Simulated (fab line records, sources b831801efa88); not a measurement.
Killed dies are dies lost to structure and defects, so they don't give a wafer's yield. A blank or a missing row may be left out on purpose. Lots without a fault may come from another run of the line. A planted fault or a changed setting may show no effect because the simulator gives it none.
Which tool did it? | flow sky130 | 15 lots, 45 wafers sampled, at 4 steps of a route of 708

WHAT THE GAUGES READ, wafer by wafer
The record holds no reading of a measuring or inspecting step that can be judged against a usual standard deviation.

WHICH TOOL RAN EACH LOT (tool, then ch and the chambers of the sampled wafers, then the start)
lot  | SKY_METAL1_ETCH_18                | SKY_VIA1_EXPOSE_09                | SKY_VIA1_SPUTTER_20          | SKY_METAL2_SPUTTER_00
L695 | rie_metal-01 ch 0, day 32 17:16   | krf_scanner-02 ch 0, day 33 08:29 | pvd_sputter-03, day 33 22:26 | pvd_sputter-02, day 33 23:04
L696 | rie_metal-04 ch 0,1, day 33 09:24 | krf_scanner-02 ch 0, day 33 23:42 | pvd_sputter-03, day 34 13:57 | pvd_sputter-01, day 34 14:35
L697 | rie_metal-01 ch 0,1, day 33 14:53 | krf_scanner-01 ch 0, day 34 05:58 | pvd_sputter-03, day 34 20:06 | pvd_sputter-01, day 34 20:45
L698 | rie_metal-03 ch 1, day 34 01:29   | krf_scanner-01 ch 0, day 34 16:58 | pvd_sputter-04, day 35 06:17 | pvd_sputter-02, day 35 06:55
L699 | rie_metal-04 ch 0,1, day 34 16:47 | krf_scanner-02 ch 0, day 35 06:50 | pvd_sputter-03, day 35 21:01 | pvd_sputter-04, day 35 21:40
L700 | rie_metal-01 ch 0,1, day 35 00:50 | krf_scanner-02 ch 0, day 35 15:54 | pvd_sputter-03, day 36 05:41 | pvd_sputter-02, day 36 06:26
L703 | rie_metal-04 ch 0,1, day 35 18:25 | krf_scanner-01 ch 0, day 36 09:01 | pvd_sputter-03, day 36 23:22 | pvd_sputter-02, day 37 00:01
L707 | rie_metal-04 ch 0, day 37 01:03   | krf_scanner-01, day 37 15:43      | pvd_sputter-01, day 38 05:14 | -
L708 | rie_metal-03 ch 0,1, day 37 07:13 | krf_scanner-02, day 37 21:08      | pvd_sputter-03, day 38 10:43 | -
L709 | rie_metal-03 ch 0,1, day 37 12:31 | krf_scanner-02, day 38 03:17      | pvd_sputter-01, day 38 16:39 | -
L710 | rie_metal-03 ch 0,1, day 37 19:26 | krf_scanner-01 ch 0, day 38 10:13 | pvd_sputter-01, day 38 22:44 | pvd_sputter-02, day 38 23:22
L712 | rie_metal-04 ch 0,1, day 38 06:18 | krf_scanner-01 ch 0, day 38 20:08 | pvd_sputter-04, day 39 09:01 | pvd_sputter-01, day 39 09:38
L714 | rie_metal-04 ch 0,1, day 38 21:44 | krf_scanner-02 ch 0, day 39 11:46 | pvd_sputter-04, day 40 00:37 | pvd_sputter-01, day 40 01:15
L716 | rie_metal-04 ch 1, day 39 14:36   | krf_scanner-02 ch 0, day 40 04:19 | pvd_sputter-01, day 40 17:26 | pvd_sputter-04, day 40 18:04
L718 | rie_metal-04 ch 0,1, day 39 22:55 | krf_scanner-01 ch 0, day 40 12:47 | pvd_sputter-01, day 41 01:52 | pvd_sputter-02, day 41 02:30
- SKY_METAL1_ETCH_18: etches BARC in N2/H2, stops on SiO2, time 45.9 s, target depth 60 nm.
- SKY_VIA1_EXPOSE_09: exposes mask VIM, target cd 150 nm.
- SKY_VIA1_SPUTTER_20: material TiN, target thk 20 nm, time 80 s.
- SKY_METAL2_SPUTTER_00: material Ti, target thk 15 nm, time 10 s.

WHAT THE TOOLS THEMSELVES READ (means of the sampled wafers that have a number; where no wafer has one, the mark that the record gives instead)
SKY_METAL1_ETCH_18. Usual: drypump_motor_current_A 5.7 A, standard deviation 0.69; oes_product_au 0.854 a.u., standard deviation 0.0043; rf_fwd_power_W 494.3 W, standard deviation 2.4; throttle_valve_pct 13.225 %, standard deviation 0.008.
lot  | tool         | drypump_motor_current_A (A) | oes_product_au (a.u.) | rf_fwd_power_W (W) | throttle_valve_pct (%) | flag
L695 | rie_metal-01 | 5.3                         | 0.853                 | 493.9              | 13.220                 |
L696 | rie_metal-04 | 5.9                         | 0.852                 | 495.9              | 13.225                 |
L697 | rie_metal-01 | 5.2                         | 0.855                 | 494.5              | 13.223                 |
L698 | rie_metal-03 | 5.8                         | 0.856                 | 492.2              | 13.228                 |
L699 | rie_metal-04 | 6.4                         | 0.856                 | 495.6              | 13.222                 |
L700 | rie_metal-01 | 5.2                         | 0.852                 | 494.3              | 13.222                 |
L703 | rie_metal-04 | 6.4                         | 0.852                 | 495.1              | 13.227                 |
L707 | rie_metal-04 | 5.5                         | 0.854                 | 498.5              | 13.220                 |
L708 | rie_metal-03 | 5.5                         | 0.854                 | 493.1              | 13.226                 |
L709 | rie_metal-03 | 5.5                         | 0.853                 | 494.9              | 13.229                 |
L710 | rie_metal-03 | 5.5                         | 0.852                 | 491.4              | 13.231                 |
L712 | rie_metal-04 | 5.9                         | 0.855                 | 496.5              | 13.228                 |
L714 | rie_metal-04 | 5.9                         | 0.856                 | 496.9              | 13.224                 |
L716 | rie_metal-04 | 6.8                         | 0.855                 | 494.8              | 13.232                 |
L718 | rie_metal-04 | 6.4                         | 0.857                 | 495.8              | 13.228                 |

SKY_VIA1_EXPOSE_09. Usual: exposure_dose_mJ_cm2 37.99, standard deviation 0.033; focus_offset_nm 0.0 nm, standard deviation 0.53.
lot  | tool           | exposure_dose_mJ_cm2 | focus_offset_nm (nm) | flag
L695 | krf_scanner-02 | 38.00                | -0.4                 |
L696 | krf_scanner-02 | 38.02                | -0.1                 |
L697 | krf_scanner-01 | 38.01                | 0.5                  |
L698 | krf_scanner-01 | 38.00                | -0.0                 |
L699 | krf_scanner-02 | 38.00                | 0.5                  |
L700 | krf_scanner-02 | 38.00                | -0.1                 |
L703 | krf_scanner-01 | 37.98                | 0.1                  |
L707 | krf_scanner-01 | -                    | -                    | OFF
L708 | krf_scanner-02 | -                    | -                    | OFF
L709 | krf_scanner-02 | -                    | -                    | OFF
L710 | krf_scanner-01 | 38.04                | 0.6                  |
L712 | krf_scanner-01 | 38.01                | -0.2                 |
L714 | krf_scanner-02 | 38.01                | 0.4                  |
L716 | krf_scanner-02 | 37.94                | -0.8                 |
L718 | krf_scanner-01 | 38.00                | -0.1                 |

SKY_VIA1_SPUTTER_20. Usual: throttle_valve_pct 29.8 %, standard deviation 1.2.
lot  | tool           | throttle_valve_pct (%) | flag
L695 | pvd_sputter-03 | 29.8                   |
L696 | pvd_sputter-03 | 30.0                   |
L697 | pvd_sputter-03 | 28.7                   |
L698 | pvd_sputter-04 | 30.4                   |
L699 | pvd_sputter-03 | 29.8                   |
L700 | pvd_sputter-03 | 28.9                   |
L703 | pvd_sputter-03 | 28.8                   |
L707 | pvd_sputter-01 | 29.6                   |
L708 | pvd_sputter-03 | 29.9                   |
L709 | pvd_sputter-01 | 30.3                   |
L710 | pvd_sputter-01 | 30.2                   |
L712 | pvd_sputter-04 | 29.8                   |
L714 | pvd_sputter-04 | 30.3                   |
L716 | pvd_sputter-01 | 29.8                   |
L718 | pvd_sputter-01 | 29.8                   |

SKY_METAL2_SPUTTER_00. Usual: throttle_valve_pct 29.6 %, standard deviation 0.81.
lot  | tool           | throttle_valve_pct (%) | flag
L695 | pvd_sputter-02 | 29.9                   |
L696 | pvd_sputter-01 | 29.8                   |
L697 | pvd_sputter-01 | 29.3                   |
L698 | pvd_sputter-02 | 29.6                   |
L699 | pvd_sputter-04 | 29.7                   |
L700 | pvd_sputter-02 | 29.4                   |
L703 | pvd_sputter-02 | 29.4                   |
L710 | pvd_sputter-02 | 29.1                   |
L712 | pvd_sputter-01 | 29.7                   |
L714 | pvd_sputter-01 | 29.3                   |
L716 | pvd_sputter-04 | 29.7                   |
L718 | pvd_sputter-02 | 29.6                   |

THE ANSWER, worked out from the rows above alone
Rule: a lot is off if the mean of its wafers that have a number lies more than 3 standard deviations from the usual mean. A lot without any number at a reading at which 4 lots or more have one is off too. The other lots that the step has rows for count as sound. The gauges are gone through in route order, then the tools' own readings, and for those a lot's mean is taken as printed above. The first step at which some lot is off is used, and at that step the reading that is off furthest; a lot without a number counts as furthest.
Off: L707, L708, L709, at SKY_VIA1_EXPOSE_09 (exposure_dose_mJ_cm2). Without a number there: L707, L708, L709.
A tool fits if, at that step or a process step before it, it ran every lot that is off, and no sound lot after the first of them. None of those tried fits.

WHAT THE SIMULATOR HAD PUT IN
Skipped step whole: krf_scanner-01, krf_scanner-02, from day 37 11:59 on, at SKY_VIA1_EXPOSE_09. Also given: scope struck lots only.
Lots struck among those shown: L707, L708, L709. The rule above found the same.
